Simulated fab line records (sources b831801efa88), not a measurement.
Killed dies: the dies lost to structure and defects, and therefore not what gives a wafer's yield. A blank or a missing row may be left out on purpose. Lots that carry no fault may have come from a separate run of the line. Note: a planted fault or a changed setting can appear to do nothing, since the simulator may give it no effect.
Which tool did it?	flow gf180mcu	11 lots, 33 wafers sampled, at 6 steps of a route of 602

== WHAT EACH GAUGE READ, for each wafer ==
GF_MIM_RS_MEAS_10: a four-point-probe measurement.
lot	measured	on	MIM_ALCU_RS (ohm/sq)
L514	day 24 10:07	film_metro-01	0.1579 0.1590 0.1589
L517	day 25 18:29	film_metro-02	0.1623 0.1642 0.1621
L520	day 26 15:17	film_metro-02	0.1597 0.1571 0.1586
L524	day 27 22:37	film_metro-02	0.1594 0.1615 0.1594
L526	day 28 09:19	film_metro-02	0.1671 0.1709 0.1706 0.1669 0.1708 0.1709
L528	day 29 00:28	film_metro-04	0.1689 0.1690 0.1721 0.1691 0.1693 0.1718
L530	day 29 13:07	film_metro-01	0.1622 0.1615 0.1617
L531	day 29 18:41	film_metro-04	0.1622 0.1606 0.1625
L532	day 30 06:17	film_metro-04	0.1601 0.1620 0.1652
L533	day 30 09:40	film_metro-01	0.1617 0.1580 0.1612
L536	day 31 03:59	film_metro-02	0.1606 0.1600 0.1603

GF_MIM_THK_MEAS_11: measures by xrf.
lot	measured	on	MIM_ALCU_THK (nm)
L514	day 24 10:13	film_metro-01	202.2 200.0 201.0
L517	day 25 18:35	film_metro-02	196.8 194.0 195.9
L520	day 26 15:24	film_metro-02	197.6 201.7 199.6
L524	day 27 22:44	film_metro-02	201.2 198.5 200.2
L526	day 28 13:55	film_metro-02	191.6 187.5 187.0 191.9 186.8 187.7
L528	day 29 05:44	film_metro-04	192.2 190.8 188.8 191.1 191.9 188.7
L530	day 29 13:14	film_metro-01	197.2 198.4 198.2
L531	day 29 18:49	film_metro-04	197.8 199.5 196.7
L532	day 30 06:24	film_metro-04	198.6 196.3 192.9
L533	day 30 09:45	film_metro-01	197.6 201.5 198.5
L536	day 31 04:07	film_metro-02	198.4 198.8 199.9

== WHICH TOOL RAN EACH LOT (tool, then ch and the chambers of the sampled wafers, then the start) ==
lot	GF_V4_CVD_23	GF_MIM_SPUTTER_00	GF_MIM_SPUTTER_04	GF_MIM_SPUTTER_08
L514	cvd_w-02 ch 0,1, day 24 09:05	pvd_sputter-01, day 24 09:41	pvd_sputter-01, day 24 09:52	pvd_sputter-04, day 24 10:02
L517	cvd_w-02 ch 1, day 25 17:25	pvd_sputter-04, day 25 18:01	pvd_sputter-04, day 25 18:12	pvd_sputter-01, day 25 18:22
L520	cvd_w-02 ch 0,1, day 26 14:16	pvd_sputter-01, day 26 14:51	pvd_sputter-01, day 26 15:02	pvd_sputter-02, day 26 15:13
L524	cvd_w-02 ch 0,1, day 27 21:37	pvd_sputter-04, day 27 22:12	pvd_sputter-04, day 27 22:23	pvd_sputter-01, day 27 22:34
L526	cvd_w-01 ch 0,1, day 28 08:19	pvd_sputter-02, day 28 08:54	pvd_sputter-02, day 28 09:05	pvd_sputter-01, day 28 09:16
L528	cvd_w-01 ch 0,1, day 28 23:28	pvd_sputter-04, day 29 00:03	pvd_sputter-04, day 29 00:14	pvd_sputter-01, day 29 00:25
L530	cvd_w-01 ch 0,1, day 29 12:07	pvd_sputter-01, day 29 12:42	pvd_sputter-01, day 29 12:53	pvd_sputter-02, day 29 13:04
L531	cvd_w-02 ch 0,1, day 29 17:41	pvd_sputter-01, day 29 18:16	pvd_sputter-01, day 29 18:28	pvd_sputter-02, day 29 18:38
L532	cvd_w-01 ch 0, day 30 04:54	pvd_sputter-01, day 30 05:52	pvd_sputter-01, day 30 06:03	pvd_sputter-02, day 30 06:14
L533	cvd_w-01 ch 0, day 30 08:35	pvd_sputter-04, day 30 09:11	pvd_sputter-04, day 30 09:22	pvd_sputter-02, day 30 09:32
L536	cvd_w-02 ch 0,1, day 31 02:59	pvd_sputter-02, day 31 03:35	pvd_sputter-02, day 31 03:46	pvd_sputter-01, day 31 03:56
- GF_V4_CVD_23: deposits W, target thk 350 nm, time 104.9 s.
- GF_MIM_SPUTTER_00: material Ti, target thk 37.5 nm, time 150 s.
- GF_MIM_SPUTTER_04: material TiN, target thk 50 nm, time 41.7 s.
- GF_MIM_SPUTTER_08: material AlCu, target thk 200 nm, time 10.6 s.

== WHAT THE TOOLS THEMSELVES READ (means of the sampled wafers that have a number; where no wafer has one, the mark that the record gives instead) ==
GF_V4_CVD_23.
lot	tool	heater_power_w (W)
L514	cvd_w-02	806
L517	cvd_w-02	839
L520	cvd_w-02	816
L524	cvd_w-02	834
L526	cvd_w-01	951
L528	cvd_w-01	941
L530	cvd_w-01	944
L531	cvd_w-02	807
L532	cvd_w-01	851
L533	cvd_w-01	845
L536	cvd_w-02	828

GF_MIM_SPUTTER_00.
lot	tool	chamber_pressure_pa (Pa)	throttle_valve_pct (%)
L514	pvd_sputter-01	2.001	29.8
L517	pvd_sputter-04	2.004	30.5
L520	pvd_sputter-01	1.998	30.8
L524	pvd_sputter-04	2.006	29.5
L526	pvd_sputter-02	1.992	31.3
L528	pvd_sputter-04	1.997	31.0
L530	pvd_sputter-01	2.005	30.3
L531	pvd_sputter-01	1.998	30.2
L532	pvd_sputter-01	1.998	30.4
L533	pvd_sputter-04	2.001	30.8
L536	pvd_sputter-02	1.999	29.9

GF_MIM_SPUTTER_04.
lot	tool	chamber_pressure_pa (Pa)	throttle_valve_pct (%)
L514	pvd_sputter-01	0.3997	29.9
L517	pvd_sputter-04	0.3998	30.5
L520	pvd_sputter-01	0.3997	30.9
L524	pvd_sputter-04	0.3995	29.5
L526	pvd_sputter-02	0.4004	31.3
L528	pvd_sputter-04	0.3994	31.0
L530	pvd_sputter-01	0.4002	30.5
L531	pvd_sputter-01	0.4003	30.3
L532	pvd_sputter-01	0.3993	30.3
L533	pvd_sputter-04	0.3994	30.7
L536	pvd_sputter-02	0.4003	30.1

GF_MIM_SPUTTER_08.
lot	tool	chamber_pressure_pa (Pa)	throttle_valve_pct (%)
L514	pvd_sputter-04	0.4002	30.9
L517	pvd_sputter-01	0.4003	30.2
L520	pvd_sputter-02	0.3997	30.2
L524	pvd_sputter-01	0.3995	30.9
L526	pvd_sputter-01	0.4716	27.6
L528	pvd_sputter-01	0.4705	27.3
L530	pvd_sputter-02	0.3999	31.2
L531	pvd_sputter-02	0.4003	29.4
L532	pvd_sputter-02	0.3996	30.2
L533	pvd_sputter-02	0.3995	30.4
L536	pvd_sputter-01	0.3996	31.2

== THE ANSWER, worked out from the rows above alone ==
Rule: the usual values come from the lots themselves. The widest of any qualifying gaps counts: lots, ordered by their means at a reading, are off when they make up no more than a third of the lots, leave a main group of 4 or more, and stand apart from it by 3 or more times the standard deviation of that group's means. Not used: any main group whose means are identical at the precision the tables above print for the reading. Also off: a lot with no number at a reading for which 4 or more lots have one. Any other lot the step has rows for is counted as sound. Order of review: gauges by route order, followed by the tools' own readings, for which a lot's mean as printed above is used. At the first step where some lot is off, the reading lying furthest off is the one used; lots without a number count as furthest.
Off: at GF_MIM_RS_MEAS_10 (MIM_ALCU_RS), L526, L528. The main group: mean 0.1607 ohm/sq, standard deviation 0.0015.
If a tool, at a process step before that reading, ran all the lots that are off and no sound lot after the first of them, it fits. Not tried: the gauges at GF_MIM_RS_MEAS_10; whatever is off there is also off at GF_V4_CVD_23, on other tools, and gauge error can't account for it. None of those tried fits.

== WHAT THE SIMULATOR HAD INSERTED ==
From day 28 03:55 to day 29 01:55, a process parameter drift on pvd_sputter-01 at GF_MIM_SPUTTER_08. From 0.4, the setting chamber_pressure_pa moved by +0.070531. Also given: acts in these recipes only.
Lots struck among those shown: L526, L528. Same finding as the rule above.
